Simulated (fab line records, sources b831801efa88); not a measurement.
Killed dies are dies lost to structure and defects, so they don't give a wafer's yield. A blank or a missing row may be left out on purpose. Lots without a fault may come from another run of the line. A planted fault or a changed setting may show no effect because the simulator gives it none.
Problem report in the 8D (eight disciplines) form, filled by code | flow gf180mcu | the parts of the form that need people (team, actions taken, sign-off) are left out

1. THE PROBLEM
V3_W_RS at GF_V3_RS_MEAS_24 reads a mean of 0.231 ohm/sq on 3 wafers of 3 lots; wafers without a fault read 0.330 ohm/sq with a standard deviation of 0.0036. That is -28 standard deviations from the usual mean.
The step: measures by four-point-probe.
First seen on wafer L939.5, day 25 04:49, on film_metro-04. The record holds 34 wafers of 12 lots with a number at this step. Rule for "out", or "out of limits": more than 4 standard deviations from the usual mean. The other wafers with a number count as sound.

2. WHAT IT IS AND WHAT IT IS NOT
question                    | is                           | is not
which readings at this step | V3_W_RS                      | -
which lots                  | L939, L940, L941             | L931, L932, L933, L949, L950, L951, L952, L953, L954
which wafers of those lots  | L939.5, L940.5, L941.2       | L939.4, L939.6, L940.6, L941.6
read on which gauges        | film_metro-02, film_metro-04 | film_metro-01
when                        | from day 25 04:49            | up to then (11 sound wafers); but 20 sound wafers of L940, L941, L949, L950, L951, L952, L953, L954 came after

3. SUSPECTS, AND WHAT RULES EACH OUT
Counting: a tool at a process step up to the reading stays a suspect if it ran every lot that is out. Sound lots after the first of them don't rule it out here, since some wafers of a struck lot are sound.
- the gauge at GF_V3_RS_MEAS_24: ruled out. The wafers that are out were read on 2 gauges (film_metro-02, film_metro-04).
- cvd_w-01 at GF_V3_CVD_23 (deposits W, target thk 350 nm, time 104.9 s): kept. It ran every lot that is out, first L939 (day 25 04:41); its last sound lot up to then is L933 (day 23 09:56).
Left after counting: cvd_w-01 at GF_V3_CVD_23.

4. THE CAUSE (what the simulator had put in)
Process parameter drift: cvd_w-01, from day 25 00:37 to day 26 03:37, at GF_V3_CVD_23. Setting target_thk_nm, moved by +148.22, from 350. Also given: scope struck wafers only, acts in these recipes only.
Counting left only this tool.

5. THE CHAIN OF EFFECTS, in route order
Each row: a reading whose mean over the struck wafers that have a number lies more than 3 standard deviations from the usual. Only readings for which the record gives a usual standard deviation are gone through. hours: the time from each lot's start at the first step in this table that gives one to its start at this step, as a median over the lots. sigmas: the change in usual standard deviations.
hours | step              | reading            | usual        | on struck wafers | change | sigmas
0     | GF_V3_RS_MEAS_24  | V3_W_RS            | 0.330 ohm/sq | 0.231            | -0.099 | -28
0     | GF_V3_THK_MEAS_25 | V3_W_THK           | 343 nm       | 489              | +146   | +33
0     | GF_V3_CMP_26      | time_to_endpoint_s | 83 s         | 121              | +38    | +11
The process steps in it:
- GF_V3_CMP_26: polishes, stops on SiO2, t overpolish 15 s, target thk 0 nm.
Later measuring or inspecting steps at which every struck wafer that the step has a row for has a number for every such reading, and none has moved that far: GF_M4_THK_MEAS_06.

6. WHAT WOULD HAVE CAUGHT IT SOONER
In this record the first reading out of limits at a measuring or inspecting step was taken at day 25 04:49, 4 hours after the fault began at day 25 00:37.
Of the tool readings at GF_V3_CVD_23 for which the record gives a usual standard deviation, none was out on any struck wafer, so an alarm limit of 4 standard deviations on them would not have fired.
Of the lots that are out (3), L940, L941 began GF_V3_CVD_23 on cvd_w-01 after day 25 04:49. A hold on the tool at that time would have spared those 2.
